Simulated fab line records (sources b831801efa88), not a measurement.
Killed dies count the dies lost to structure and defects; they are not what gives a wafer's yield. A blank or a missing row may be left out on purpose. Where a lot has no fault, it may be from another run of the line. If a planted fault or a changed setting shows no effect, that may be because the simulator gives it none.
Which of the tools did it?    flow sky130    36 wafers from 12 lots sampled at 3 of the route's 708 steps

WHAT THE GAUGES SHOWED, per wafer
SKY_CAP2M_OVL_MEAS_12.
lot   measured      on          CAP2M_OVL (nm)
L446  day 40 20:38  overlay-02  -2.3 -2.2 -3.2
L445  day 41 00:40  overlay-02  -2.0 -2.5 -0.8
L447  day 41 09:52  overlay-02  0.6 1.0 0.6
L448  day 41 16:45  overlay-01  0.3 1.9 1.2
L452  day 42 20:56  overlay-02  -0.6 0.3 1.0
L451  day 42 21:49  overlay-02  -0.7 -0.8 -3.1
L453  day 43 02:04  overlay-01  0.6 0.6 2.1
L454  day 43 09:47  overlay-01  0.9 1.5 -0.6
L459  day 44 21:44  overlay-02  1.7 -0.5 0.7
L460  day 44 23:46  overlay-01  -1.4 -0.1 0.4
L461  day 45 05:26  overlay-01  -2.0 0.1 -1.2
L467  day 46 18:25  overlay-02  0.1 -0.7 1.0

SKY_PASSIVATION_THK_MEAS_01.
lot   measured      on             PASSIVATION_CVD_00_THK (nm)
L446  day 43 23:19  film_metro-02  88.2 90.1 89.9
L445  day 44 04:06  film_metro-02  90.4 91.0 90.5
L447  day 44 17:58  film_metro-02  87.3 87.8 90.4
L448  day 44 18:53  film_metro-01  88.8 90.9 91.1
L452  day 45 20:14  film_metro-01  89.6 91.7 90.6
L451  day 45 21:44  film_metro-01  90.1 91.4 92.2
L453  day 46 00:49  film_metro-01  89.0 89.2 89.3
L454  day 46 05:49  film_metro-02  89.9 90.2 90.4
L459  day 47 17:35  film_metro-02  89.8 90.1 91.4
L460  day 47 18:55  film_metro-01  88.5 90.3 91.2
L461  day 47 22:03  film_metro-01  88.2 90.7 90.4
L467  day 49 10:30  film_metro-02  88.2 88.3 88.6

WHAT TOOL EACH LOT RAN ON (gives the tool, then ch and the chambers of the sampled wafers, and finally the start)
lot   SKY_VIA3_CMP_24
L446  cmp-02 ch 1,3, day 39 20:35
L445  cmp-01 ch 0,3, day 39 23:32
L447  cmp-02 ch 1,2,3, day 40 09:09
L448  cmp-02 ch 1,3, day 40 15:46
L452  cmp-02 ch 0,2,3, day 41 20:52
L451  cmp-01 ch 0,1, day 41 22:23
L453  cmp-01 ch 1,2, day 42 02:37
L454  cmp-02 ch 0,1,2, day 42 10:41
L459  cmp-02 ch 1,2,3, day 43 23:26
L460  cmp-02 ch 0,1,2, day 44 03:04
L461  cmp-01 ch 0,3, day 44 08:10
L467  cmp-01 ch 0,2,3, day 45 21:07
- SKY_VIA3_CMP_24: polishes, stops on SiO2, t overpolish 20 s, target thk 0 nm.

AS READ BY THE TOOLS THEMSELVES (means over the sampled wafers that have a number; for cases with no such wafer, the mark the record gives instead)
SKY_VIA3_CMP_24.
lot   tool    motor_current_A (A)  overpolish_run_s (s)  time_to_endpoint_s (s)
L446  cmp-02  12.2                 20.003                94.8
L445  cmp-01  11.2                 19.997                90.3
L447  cmp-02  11.4                 20.000                96.6
L448  cmp-02  11.6                 20.008                94.7
L452  cmp-02  10.9                 20.000                94.8
L451  cmp-01  10.4                 20.012                95.1
L453  cmp-01  10.1                 19.996                94.3
L454  cmp-02  11.4                 20.004                94.1
L459  cmp-02  11.6                 20.002                92.9
L460  cmp-02  11.1                 19.997                90.2
L461  cmp-01  11.1                 19.998                95.5
L467  cmp-01  10.8                 19.994                94.2

THE ANSWER, worked out from the rows above alone
Rule: usual is defined by the lots themselves. The widest of any qualifying gaps counts: lots, ordered by their means at a reading, are off when they make up no more than a third of the lots, leave a main group of 4 or more, and stand apart from it by 3 or more times the standard deviation of that group's means. The tables above print the reading to a certain number of digits; a main group whose means all agree to those digits is not used. Also off: a lot with no number at a reading for which 4 or more lots have one. The other lots that the step has rows for count as sound. Order of review: gauges by route order, followed by the tools' own readings, for which a lot's mean as printed above is used. At the first step where some lot is off, the reading lying furthest off is the one used; lots without a number count as furthest.
Across all readings shown, no lot is off: no conclusion can be drawn from this.

WHAT THE SIMULATOR HAD INSERTED
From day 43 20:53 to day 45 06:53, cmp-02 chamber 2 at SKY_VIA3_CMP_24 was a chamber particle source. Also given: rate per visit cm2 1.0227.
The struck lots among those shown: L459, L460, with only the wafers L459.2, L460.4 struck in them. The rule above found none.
